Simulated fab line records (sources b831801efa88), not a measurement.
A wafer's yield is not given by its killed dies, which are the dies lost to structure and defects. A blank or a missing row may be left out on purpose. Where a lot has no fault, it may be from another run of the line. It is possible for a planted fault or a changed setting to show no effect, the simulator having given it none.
Which tool is to blame? + flow sky130 + 30 wafers from 10 lots sampled at 5 of the route's 708 steps

WHAT THE GAUGES READ, wafer by wafer
SKY_VIA4_THK_MEAS_01. Usual: VIA4_HDPCVD_THK 1764 nm, standard deviation 23.
| lot  | measured     | on            | VIA4_HDPCVD_THK (nm) | flag |
|------|--------------|---------------|----------------------|------|
| L614 | day 42 10:41 | film metro-02 | 1787 1775 1786       |      |
| L619 | day 43 14:23 | film metro-02 | 1749 1775 1772       |      |
| L620 | day 43 20:43 | film metro-03 | 1758 1747 1808       |      |
| L622 | day 44 08:29 | film metro-02 | 1795 1774 1741       |      |
| L626 | day 45 09:07 | film metro-04 | 1786 1783 1773       |      |
| L629 | day 46 03:21 | film metro-02 | 2653 2618 2626       | OFF  |
| L630 | day 46 08:33 | film metro-03 | 2626 2636 2655       | OFF  |
| L631 | day 46 12:36 | film metro-02 | 2678 2672 2675       | OFF  |
| L632 | day 46 23:28 | film metro-03 | 1732 1765 1737       |      |
| L636 | day 47 18:36 | film metro-02 | 1743 1741 1743       |      |

TOOL THAT RAN EACH LOT (tool first, then ch and the chambers of the sampled wafers, then the start)
| lot  | SKY_METAL2_ETCH_18                | SKY_METAL2_METAL_ETCH_19          | SKY_VIA2_CMP_02               | SKY_VIA4_HDPCVD_00               |
|------|-----------------------------------|-----------------------------------|-------------------------------|----------------------------------|
| L614 | rie metal-04 ch 0,1, day 35 16:28 | rie metal-04 ch 0,1, day 35 16:32 | cmp-01 ch 0,3, day 35 17:23   | hdpcvd-01 ch 1,2, day 42 10:30   |
| L619 | rie metal-03 ch 0,1, day 37 02:25 | rie metal-03 ch 0,1, day 37 02:29 | cmp-01 ch 1,2,3, day 37 03:21 | hdpcvd-01 ch 1,2, day 43 14:11   |
| L620 | rie metal-04 ch 1, day 37 08:38   | rie metal-04 ch 1, day 37 08:46   | cmp-02 ch 1,2,3, day 37 09:46 | hdpcvd-02 ch 0,1,2, day 43 20:32 |
| L622 | rie metal-04 ch 0,1, day 37 21:28 | rie metal-04 ch 0,1, day 37 21:32 | cmp-02 ch 0,1,2, day 37 22:24 | hdpcvd-01 ch 0,1,2, day 44 08:18 |
| L626 | rie metal-03 ch 1, day 38 23:23   | rie metal-03 ch 1, day 38 23:28   | cmp-02 ch 2,3, day 39 00:41   | hdpcvd-01 ch 0,2, day 45 08:56   |
| L629 | rie metal-01 ch 0,1, day 39 20:56 | rie metal-01 ch 0,1, day 39 21:01 | cmp-01 ch 0,1, day 39 21:58   | hdpcvd-01 ch 0,1, day 46 03:10   |
| L630 | rie metal-01 ch 0,1, day 40 03:22 | rie metal-01 ch 0,1, day 40 03:26 | cmp-01 ch 1,2,3, day 40 04:22 | hdpcvd-01 ch 0,1, day 46 08:22   |
| L631 | rie metal-03 ch 0,1, day 40 08:35 | rie metal-03 ch 0,1, day 40 08:40 | cmp-01 ch 0,3, day 40 09:32   | hdpcvd-01 ch 0,2, day 46 12:25   |
| L632 | rie metal-04 ch 0,1, day 40 21:27 | rie metal-04 ch 0,1, day 40 21:31 | cmp-01 ch 0,1,2, day 40 22:28 | hdpcvd-02 ch 0,1,2, day 46 23:17 |
| L636 | rie metal-04 ch 0,1, day 41 21:55 | rie metal-04 ch 0,1, day 41 21:59 | cmp-02 ch 0,2,3, day 41 22:53 | hdpcvd-02 ch 0,1, day 47 18:25   |
- SKY_METAL2_ETCH_18: etches BARC in N2/H2, stops on SiO2, time 45.9 s, target depth 60 nm.
- SKY_METAL2_METAL_ETCH_19: etches the open film in Cl2/BCl3, stops on SiO2, target depth 360 nm, time 78 s.
- SKY_VIA2_CMP_02: polishes SiO2.
- SKY_VIA4_HDPCVD_00: deposits SiO2, target thk 1750 nm, time 291.7 s.

WHAT THE TOOLS THEMSELVES READ (means of the sampled wafers that have a number; where no wafer has one, the mark that the record gives instead)
SKY_METAL2_ETCH_18. Usual: chamber pressure mTorr 30.002 mTorr, standard deviation 0.028; drypump motor current A 5.8 A, standard deviation 0.44; oes product au 0.855 a.u., standard deviation 0.0046; throttle valve pct 13.224 %, standard deviation 0.0091.
| lot  | tool         | chamber pressure mTorr (mTorr) | drypump motor current A (A) | oes product au (a.u.) | throttle valve pct (%) | flag |
|------|--------------|--------------------------------|-----------------------------|-----------------------|------------------------|------|
| L614 | rie metal-04 | 30.028                         | 6.0                         | 0.854                 | 13.223                 |      |
| L619 | rie metal-03 | 30.015                         | 5.7                         | 0.854                 | 13.226                 |      |
| L620 | rie metal-04 | 29.985                         | 5.7                         | 0.854                 | 13.229                 |      |
| L622 | rie metal-04 | 30.001                         | 5.9                         | 0.849                 | 13.229                 |      |
| L626 | rie metal-03 | 30.016                         | 6.3                         | 0.850                 | 13.230                 |      |
| L629 | rie metal-01 | 29.998                         | 5.5                         | 0.856                 | 13.221                 |      |
| L630 | rie metal-01 | 29.972                         | 5.4                         | 0.858                 | 13.221                 |      |
| L631 | rie metal-03 | 29.994                         | 5.9                         | 0.854                 | 13.220                 |      |
| L632 | rie metal-04 | 29.997                         | 5.9                         | 0.856                 | 13.227                 |      |
| L636 | rie metal-04 | 30.021                         | 6.2                         | 0.855                 | 13.223                 |      |

SKY_METAL2_METAL_ETCH_19. Usual: bcl3 flow sccm 30.02 sccm, standard deviation 0.1; chamber pressure mTorr 10.000 mTorr, standard deviation 0.0089; drypump motor current A 5.8 A, standard deviation 0.44; mfc cl2 sccm 59.99 sccm, standard deviation 0.18; oes product au 0.855 a.u., standard deviation 0.0055; throttle valve pct 22.264 %, standard deviation 0.0086.
| lot  | tool         | bcl3 flow sccm (sccm) | chamber pressure mTorr (mTorr) | drypump motor current A (A) | mfc cl2 sccm (sccm) | oes product au (a.u.) | throttle valve pct (%) | flag |
|------|--------------|-----------------------|--------------------------------|-----------------------------|---------------------|-----------------------|------------------------|------|
| L614 | rie metal-04 | 30.10                 | 9.994                          | 6.0                         | 59.95               | 0.851                 | 22.269                 |      |
| L619 | rie metal-03 | 30.06                 | 9.995                          | 5.6                         | 59.90               | 0.863                 | 22.263                 |      |
| L620 | rie metal-04 | 30.15                 | 10.005                         | 5.7                         | 60.01               | 0.852                 | 22.260                 |      |
| L622 | rie metal-04 | 29.90                 | 10.005                         | 6.0                         | 59.86               | 0.857                 | 22.274                 |      |
| L626 | rie metal-03 | 29.91                 | 10.000                         | 6.2                         | 59.96               | 0.851                 | 22.272                 |      |
| L629 | rie metal-01 | 30.05                 | 10.009                         | 5.5                         | 59.75               | 0.853                 | 22.264                 |      |
| L630 | rie metal-01 | 29.96                 | 9.993                          | 5.3                         | 59.98               | 0.851                 | 22.265                 |      |
| L631 | rie metal-03 | 30.04                 | 9.994                          | 5.9                         | 60.10               | 0.854                 | 22.261                 |      |
| L632 | rie metal-04 | 30.00                 | 10.004                         | 6.0                         | 59.94               | 0.854                 | 22.262                 |      |
| L636 | rie metal-04 | 29.94                 | 9.996                          | 6.2                         | 60.09               | 0.854                 | 22.266                 |      |

SKY_VIA2_CMP_02. Usual: 12.4 A for motor current A, sd 1.1.
| lot  | tool   | motor current A (A) | flag |
|------|--------|---------------------|------|
| L614 | cmp-01 | 13.2                |      |
| L619 | cmp-01 | 12.6                |      |
| L620 | cmp-02 | 11.1                |      |
| L622 | cmp-02 | 11.8                |      |
| L626 | cmp-02 | 10.4                |      |
| L629 | cmp-01 | 13.2                |      |
| L630 | cmp-01 | 12.7                |      |
| L631 | cmp-01 | 13.2                |      |
| L632 | cmp-01 | 12.6                |      |
| L636 | cmp-02 | 11.6                |      |

SKY_VIA4_HDPCVD_00. Usual: pressure mtorr 6.001 mTorr, standard deviation 0.012; sih4 flow sccm 59.99 sccm, standard deviation 0.18.
| lot  | tool      | pressure mtorr (mTorr) | sih4 flow sccm (sccm) | flag |
|------|-----------|------------------------|-----------------------|------|
| L614 | hdpcvd-01 | 6.007                  | 59.86                 |      |
| L619 | hdpcvd-01 | 6.011                  | 60.01                 |      |
| L620 | hdpcvd-02 | 6.000                  | 59.99                 |      |
| L622 | hdpcvd-01 | 5.980                  | 59.86                 |      |
| L626 | hdpcvd-01 | 6.005                  | 59.94                 |      |
| L629 | hdpcvd-01 | 5.999                  | 90.02                 | OFF  |
| L630 | hdpcvd-01 | 6.008                  | 90.06                 | OFF  |
| L631 | hdpcvd-01 | 6.007                  | 90.01                 | OFF  |
| L632 | hdpcvd-02 | 6.009                  | 60.16                 |      |
| L636 | hdpcvd-02 | 5.998                  | 60.12                 |      |

THE ANSWER, worked out from the rows above alone
Rule: a lot counts as off when the mean over its wafers that have a number is more than 3 standard deviations away from the usual mean. A lot without any number at a reading at which 4 lots or more have one is off too. Where the step has rows for the other lots, those lots are counted as sound. Order of review: gauges by route order, followed by the tools' own readings, for which a lot's mean as printed above is used. At the first step where some lot is off, the reading lying furthest off is the one used; lots without a number count as furthest.
Off: L629, L630, L631, seen at SKY_VIA4_THK_MEAS_01 (VIA4_HDPCVD_THK).
A tool fits if, at a process step before that reading, it ran every lot that is off, and no sound lot after the first of them. The gauges at SKY_VIA4_THK_MEAS_01 aren't tried: what is off there is off at SKY_VIA4_HDPCVD_00 too, on other tools, and a gauge's error can't cause that. One fits: hdpcvd-01 at SKY_VIA4_HDPCVD_00. A fault onset in the window from L626 (day 45 08:56, its last sound lot) to L629 (day 46 03:10, its first lot off) fits.
The tool's own readings at SKY_VIA4_HDPCVD_00 bear it out: on the lots that are off they differ by more than 5 times the standard deviation of the sound lots' means. sih4 flow sccm reads 90.03 sccm there against 59.99 sccm on the sound lots.

WHAT HAD BEEN PUT IN BY THE SIMULATOR
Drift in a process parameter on hdpcvd-01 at SKY_VIA4_HDPCVD_00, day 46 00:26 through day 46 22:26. Setting sih4 flow sccm, moved by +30, from 60. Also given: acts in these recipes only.
Lots struck among those shown: L629, L630, L631. The rule given above showed the same thing.
